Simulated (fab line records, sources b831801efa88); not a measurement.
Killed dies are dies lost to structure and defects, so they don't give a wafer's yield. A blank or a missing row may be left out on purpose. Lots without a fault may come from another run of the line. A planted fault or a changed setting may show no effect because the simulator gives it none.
Problem report in the 8D (eight disciplines) form, filled by code | flow sfq_line | the parts of the form that need people (team, actions taken, sign-off) are left out

1. THE PROBLEM
spin_speed_rpm at SFQ_TRILAYER_I1_VIA_LITHO_COAT_049 reads a mean of 2937.0 rpm on 6 wafers of 2 lots; wafers without a fault read 2999.6 rpm with a standard deviation of 2.1. That is -30 standard deviations from the usual mean.
The step: resist thk 650 nm.
First seen on wafer L982.2, day 24 05:04, on litho_track-03. The record holds 18 wafers of 6 lots with a number at this step. Rule for "out", or "out of limits": more than 4 standard deviations from the usual mean. The other wafers with a number count as sound.

2. WHAT IT IS AND WHAT IT IS NOT
question                    | is                     | is not
which readings at this step | spin_speed_rpm         | -
which lots                  | L982, L983             | L971, L984, L987, L990
which wafers of those lots  | all that have a number | -
read on which tools         | litho_track-03         | litho_track-01, litho_track-04
when                        | from day 24 05:04      | up to then (3 sound wafers); but 9 sound wafers of L984, L987, L990 came after

3. SUSPECTS, AND WHAT RULES EACH OUT
Counting: a tool at a process step up to the reading stays a suspect if it ran every lot that is out and no sound lot after the first of them.
- litho_track-03 at SFQ_TRILAYER_I1_VIA_LITHO_COAT_049 (resist thk 650 nm): ruled out as a lasting fault. Sound lots L990 ran on it after its first lot that is out, L982 (day 24 05:04).
Left after counting: nothing in the record.

4. THE CAUSE (what the simulator had put in)
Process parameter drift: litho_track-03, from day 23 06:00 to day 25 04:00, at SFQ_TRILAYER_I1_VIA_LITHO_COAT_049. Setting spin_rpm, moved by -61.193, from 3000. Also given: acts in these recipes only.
Counting ruled it out, wrongly.

5. THE CHAIN OF EFFECTS, in route order
Each row: a reading whose mean over the struck wafers that have a number lies more than 3 standard deviations from the usual. Only readings for which the record gives a usual standard deviation are gone through. hours: the time from each lot's start at the first step in this table that gives one to its start at this step, as a median over the lots. sigmas: the change in usual standard deviations.
hours | step                               | reading        | usual      | on struck wafers | change | sigmas
0     | SFQ_TRILAYER_I1_VIA_LITHO_COAT_049 | spin_speed_rpm | 2999.6 rpm | 2937.0           | -62.6  | -30
The process steps in it:
- SFQ_TRILAYER_I1_VIA_LITHO_COAT_049: resist thk 650 nm.
Later measuring or inspecting steps at which every struck wafer that the step has a row for has a number for every such reading, and none has moved that far: SFQ_I1_OVL_MEAS_913.

6. WHAT WOULD HAVE CAUGHT IT SOONER
In this record the first reading out of limits was taken at day 24 05:04, 23 hours after the fault began at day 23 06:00.
